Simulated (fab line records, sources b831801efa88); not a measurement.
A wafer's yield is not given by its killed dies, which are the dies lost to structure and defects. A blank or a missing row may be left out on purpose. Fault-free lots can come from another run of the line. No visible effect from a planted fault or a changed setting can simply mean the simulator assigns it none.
Split-lot experiment / flow sky130 / route with 708 steps; 5 lots, 23 wafers read

ABOUT THE SPLIT
At SKY_SONOS_TUNNEL_DEVELOP_06 (develop time 60 s), the setting developTimeS was moved away from the recipe's 60 s on 5 of the 23 wafers read, by -11.8% to +4.4%. This setting was run at the recipe's value on the other wafers.

No step appears in the file between the split and the reading.

THE READING
cdNm, in nm, at SKY_SONOS_TUNNEL_CD_MEAS_07 (target cd 410 nm). Typical for fault-free wafers on this fab line: 409.8 nm, with standard deviation 2.5 nm.

wafer=L075.1; tool, chamber at the split=lithoTrack-04, 0; developTimeS as run, s=60; against the recipe=recipe; cdNm, nm=408.6; against lot-mates on the recipe=-
wafer=L075.2; tool, chamber at the split=lithoTrack-04, 0; developTimeS as run, s=60; against the recipe=recipe; cdNm, nm=406.2; against lot-mates on the recipe=-
wafer=L075.4; tool, chamber at the split=lithoTrack-04, 0; developTimeS as run, s=60; against the recipe=recipe; cdNm, nm=406.5; against lot-mates on the recipe=-
wafer=L075.5; tool, chamber at the split=lithoTrack-04, 0; developTimeS as run, s=60; against the recipe=recipe; cdNm, nm=405.6; against lot-mates on the recipe=-
wafer=L075.6; tool, chamber at the split=lithoTrack-04, 0; developTimeS as run, s=60; against the recipe=recipe; cdNm, nm=408.7; against lot-mates on the recipe=-
wafer=L078.1; tool, chamber at the split=lithoTrack-03, 0; developTimeS as run, s=60; against the recipe=recipe; cdNm, nm=410.8; against lot-mates on the recipe=-
wafer=L078.4; tool, chamber at the split=lithoTrack-03, 0; developTimeS as run, s=60; against the recipe=recipe; cdNm, nm=407.2; against lot-mates on the recipe=-
wafer=L078.6; tool, chamber at the split=lithoTrack-03, 0; developTimeS as run, s=60; against the recipe=recipe; cdNm, nm=406.6; against lot-mates on the recipe=-
wafer=L079.1; tool, chamber at the split=lithoTrack-01, 0; developTimeS as run, s=60; against the recipe=recipe; cdNm, nm=408.9; against lot-mates on the recipe=-
wafer=L079.3; tool, chamber at the split=lithoTrack-01, 0; developTimeS as run, s=60; against the recipe=recipe; cdNm, nm=410.3; against lot-mates on the recipe=-
wafer=L079.4; tool, chamber at the split=lithoTrack-01, 0; developTimeS as run, s=60; against the recipe=recipe; cdNm, nm=407.4; against lot-mates on the recipe=-
wafer=L079.5; tool, chamber at the split=lithoTrack-01, 0; developTimeS as run, s=60; against the recipe=recipe; cdNm, nm=407.7; against lot-mates on the recipe=-
wafer=L079.6; tool, chamber at the split=lithoTrack-01, 0; developTimeS as run, s=60; against the recipe=recipe; cdNm, nm=410.2; against lot-mates on the recipe=-
wafer=L084.1; tool, chamber at the split=lithoTrack-04, 0; developTimeS as run, s=60; against the recipe=recipe; cdNm, nm=407.2; against lot-mates on the recipe=-
wafer=L084.3; tool, chamber at the split=lithoTrack-04, 0; developTimeS as run, s=62.66; against the recipe=+4.4%; cdNm, nm=410.9; against lot-mates on the recipe=+2.2
wafer=L084.4; tool, chamber at the split=lithoTrack-04, 0; developTimeS as run, s=62.66; against the recipe=+4.4%; cdNm, nm=412.0; against lot-mates on the recipe=+3.4
wafer=L084.5; tool, chamber at the split=lithoTrack-04, 0; developTimeS as run, s=60; against the recipe=recipe; cdNm, nm=410.1; against lot-mates on the recipe=-
wafer=L084.6; tool, chamber at the split=lithoTrack-04, 0; developTimeS as run, s=62.66; against the recipe=+4.4%; cdNm, nm=412.2; against lot-mates on the recipe=+3.6
wafer=L085.1; tool, chamber at the split=lithoTrack-03, 0; developTimeS as run, s=60; against the recipe=recipe; cdNm, nm=411.2; against lot-mates on the recipe=-
wafer=L085.2; tool, chamber at the split=lithoTrack-03, 0; developTimeS as run, s=52.89; against the recipe=-11.8%; cdNm, nm=398.5; against lot-mates on the recipe=-13.0
wafer=L085.3; tool, chamber at the split=lithoTrack-03, 0; developTimeS as run, s=60; against the recipe=recipe; cdNm, nm=412.8; against lot-mates on the recipe=-
wafer=L085.4; tool, chamber at the split=lithoTrack-03, 0; developTimeS as run, s=52.89; against the recipe=-11.8%; cdNm, nm=399.4; against lot-mates on the recipe=-12.1
wafer=L085.6; tool, chamber at the split=lithoTrack-03, 0; developTimeS as run, s=60; against the recipe=recipe; cdNm, nm=410.6; against lot-mates on the recipe=-

FIT RESULTS
A straight line over all 23 wafers: cdNm changes by +0.794 nm for each +1% of developTimeS; r = +0.86; the points scatter about the line by 1.9 nm.
The same after taking each lot's own level away (the mean of its wafers on the recipe; 23 wafers): +0.989 nm for each +1%; r = +0.94; scatter 1.4 nm.
According to that fit, moving developTimeS by its largest amount changes the reading by 12 nm.
The span of the lots' own levels, 407.12 to 411.53 nm, comes to 1.8 times the standard deviation stated above.
So the slope is not independent of the lot-to-lot level: the two fits are not the same.
Check: for one of the wafers moved furthest among these (-11.8%), held out of the fit, the line's prediction against its lot-mates is -11.2 nm. Against them it came out at -13 nm.

ADDITIONAL SPLITS CARRIED BY THESE WAFERS
These wafers also went through other splits before the reading. Each is held against what the fit with the lots' levels taken away leaves over:
other split on the same wafers=SKY_VT_ADJUST_PCH_COAT_02 spinRpm; wafers away from the commonest value=10; r with cdNm (lot level and that fit taken away)=+0.07

FILE'S OWN FIT
cdNm changes by +1.02 nm for each +1% of developTimeS, r = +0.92.
